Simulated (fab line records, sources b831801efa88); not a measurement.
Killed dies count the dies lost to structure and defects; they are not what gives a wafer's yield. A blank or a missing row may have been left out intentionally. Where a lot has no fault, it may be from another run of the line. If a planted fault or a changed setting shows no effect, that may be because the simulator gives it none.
Which of the tools did it? | flow sky130 | 36 wafers from 12 lots sampled at 4 of the route's 708 steps

## WHAT THE GAUGES READ, wafer by wafer
SKY_POLY_GATE_THK_MEAS_21.
lot  | measured     | on            | POLY_GATE_OXIDATION_THK (nm)
L233 | day 16 13:51 | film metro-03 | 3.80 3.84 3.95
L234 | day 16 23:25 | film metro-01 | 3.96 3.98 4.03
L235 | day 18 10:16 | film metro-02 | 4.04 3.96 4.04
L236 | day 18 10:17 | film metro-03 | 3.88 3.95 3.89
L237 | day 18 11:17 | film metro-01 | 4.13 4.14 4.11
L239 | day 18 11:17 | film metro-03 | 4.04 4.06 4.01
L242 | day 19 17:19 | film metro-02 | 4.04 3.98 3.95
L248 | day 22 11:50 | film metro-02 | 6.05 6.07 6.02
L246 | day 22 13:05 | film metro-01 | 5.99 6.07 6.02
L247 | day 22 13:06 | film metro-03 | 5.98 5.93 6.04
L253 | day 23 12:47 | film metro-03 | 3.91 4.07 3.97
L254 | day 24 01:42 | film metro-03 | 4.07 4.06 4.09

SKY_POLY_GATE_CD_MEAS_22.
lot  | measured     | on        | cd nm (nm)
L233 | day 16 13:56 | cd sem-02 | 151.2 151.0 150.8
L234 | day 16 23:29 | cd sem-02 | 149.8 149.8 151.7
L235 | day 18 10:20 | cd sem-01 | 150.8 151.3 151.9
L236 | day 18 10:21 | cd sem-02 | 150.8 149.2 148.3
L237 | day 18 11:21 | cd sem-01 | 148.0 151.6 150.4
L239 | day 18 11:31 | cd sem-01 | 149.4 146.6 148.0
L242 | day 19 17:23 | cd sem-02 | 149.0 148.2 150.4
L248 | day 22 11:55 | cd sem-02 | 151.2 147.7 150.9
L246 | day 22 13:08 | cd sem-01 | 149.4 148.2 149.1
L247 | day 22 13:12 | cd sem-02 | 151.3 150.5 153.3
L253 | day 23 12:52 | cd sem-02 | 149.5 148.6 149.5
L254 | day 24 01:47 | cd sem-02 | 146.3 147.6 144.1

SKY_LI_CONTACT_THK_MEAS_01.
lot  | measured     | on            | LI_CONTACT_HDPCVD_THK (nm)
L233 | day 27 21:31 | film metro-01 | 916 917 924
L234 | day 28 07:21 | film metro-01 | 925 933 931
L235 | day 29 15:47 | film metro-02 | 927 919 929
L236 | day 29 19:13 | film metro-01 | 935 933 928
L237 | day 29 20:40 | film metro-03 | 907 924 919
L239 | day 29 20:33 | film metro-02 | 941 952 954
L242 | day 30 23:21 | film metro-02 | 926 915 918
L248 | day 33 11:05 | film metro-01 | 937 927 936
L246 | day 33 11:20 | film metro-03 | 924 920 921
L247 | day 33 13:10 | film metro-02 | 915 917 923
L253 | day 34 08:53 | film metro-02 | 939 924 911
L254 | day 34 19:11 | film metro-02 | 928 928 924

## TOOL THAT RAN EACH LOT (tool first, then ch and the chambers of the sampled wafers, then the start)
lot  | SKY_POLY_GATE_OXIDATION_20
L233 | furnace-02 ch 0, day 16 12:35
L234 | furnace-02 ch 0, day 16 22:09
L235 | furnace-01 ch 0, day 18 09:01
L236 | furnace-01 ch 0, day 18 09:01
L237 | furnace-02 ch 0, day 18 10:02
L239 | furnace-02 ch 0, day 18 10:02
L242 | furnace-02 ch 0, day 19 16:03
L248 | furnace-02 ch 0, day 22 10:35
L246 | furnace-02 ch 0, day 22 11:50
L247 | furnace-02 ch 0, day 22 11:50
L253 | furnace-01 ch 0, day 23 11:32
L254 | furnace-01 ch 0, day 24 00:26
- SKY_POLY_GATE_OXIDATION_20: stabilise 600 s, purge 300 s, target thk 4 nm.

## WHAT THE TOOLS THEMSELVES READ (means of the sampled wafers that have a number; where no wafer has one, the mark that the record gives instead)
SKY_POLY_GATE_OXIDATION_20.
lot  | tool       | spike tc bottom C (C) | spike tc centre C (C) | spike tc lower C (C) | spike tc top C (C) | spike tc upper C (C) | tube center temp C (C) | tube_center_temp_C_max | zone power top pct (%)
L233 | furnace-02 | 868.3                 | 851.1                 | 851.9                | 862.2              | 850.3                | 850                    | 852.1                  | 31.9
L234 | furnace-02 | 868.6                 | 850.6                 | 850.7                | 861.7              | 850.5                | 850                    | 852.5                  | 31.6
L235 | furnace-01 | 871.3                 | 851.0                 | 850.4                | 858.1              | 850.3                | 850                    | 852.4                  | 33.4
L236 | furnace-01 | 871.2                 | 851.4                 | 850.0                | 857.6              | 850.1                | 850                    | 852.4                  | 33.6
L237 | furnace-02 | 868.6                 | 849.0                 | 851.4                | 862.7              | 850.0                | 850                    | 852.2                  | 31.7
L239 | furnace-02 | 867.9                 | 851.3                 | 851.7                | 862.0              | 851.5                | 850                    | 852.1                  | 32.1
L242 | furnace-02 | 868.1                 | 849.9                 | 852.1                | 861.7              | 851.3                | 850                    | 852.0                  | 31.5
L248 | furnace-02 | 901.1                 | 883.2                 | 884.4                | 894.7              | 883.3                | 883                    | 885.4                  | 33.9
L246 | furnace-02 | 901.5                 | 884.0                 | 886.1                | 895.1              | 885.3                | 883                    | 885.8                  | 33.8
L247 | furnace-02 | 901.6                 | 883.9                 | 884.3                | 895.2              | 884.6                | 883                    | 885.6                  | 33.7
L253 | furnace-01 | 872.1                 | 852.0                 | 851.6                | 857.6              | 849.5                | 850                    | 852.4                  | 33.5
L254 | furnace-01 | 871.6                 | 850.6                 | 850.3                | 858.1              | 850.0                | 850                    | 852.5                  | 33.7

## THE ANSWER, worked out from the rows above alone
Rule: the lots themselves supply what counts as usual. Put in order of their means at a reading, lots are off if they are a third of the lots or fewer, leave a main group of 4 or more, and stand apart from it by a gap of 3 or more times the standard deviation of the main group's means; of several such gaps the widest counts. Not used: any main group whose means are identical at the precision the tables above print for the reading. A lot without any number at a reading at which 4 lots or more have one is off too. All remaining lots with rows at the step are treated as sound. After the gauges, taken in route order, come the tools' own readings; for these a lot's mean is taken, as printed above. The first step at which some lot is off is used, and at that step the reading that is off furthest; a lot without a number counts as furthest.
Off: L248, L246, L247, at SKY_POLY_GATE_THK_MEAS_21 (POLY_GATE_OXIDATION_THK). Mean 4.00 nm and standard deviation 0.075 in the main group.
If a tool, at a process step before that reading, ran all the lots that are off and no sound lot after the first of them, it fits. Not tried: the gauges at SKY_POLY_GATE_THK_MEAS_21; whatever is off there is also off at SKY_POLY_GATE_OXIDATION_20, on other tools, and gauge error can't account for it. One fits: furnace-02 at SKY_POLY_GATE_OXIDATION_20. Its last sound lot is L242 (day 19 16:03), its first lot that is off L248 (day 22 10:35): a fault that began between those two fits.
The tool's own readings at SKY_POLY_GATE_OXIDATION_20 bear it out: on the lots that are off they differ by more than 5 times the standard deviation of the sound lots' means. spike tc bottom C reads 901.4 C there against 869.7 C on the sound lots; spike tc centre C reads 883.7 C there against 850.8 C on the sound lots; spike tc lower C reads 884.9 C there against 851.1 C on the sound lots; spike tc top C reads 895.0 C there against 860.2 C on the sound lots; spike tc upper C reads 884.4 C there against 850.4 C on the sound lots; tube center temp C reads 883 C there against 850 C on the sound lots; tube_center_temp_C_max reads 885.6 there against 852.3 on the sound lots.

## WHAT HAD BEEN PUT IN BY THE SIMULATOR
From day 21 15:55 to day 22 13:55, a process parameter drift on furnace-02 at SKY_POLY_GATE_OXIDATION_20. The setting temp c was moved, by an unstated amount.
Shown lots that were struck: L248, L246, L247. The rule above found the same.
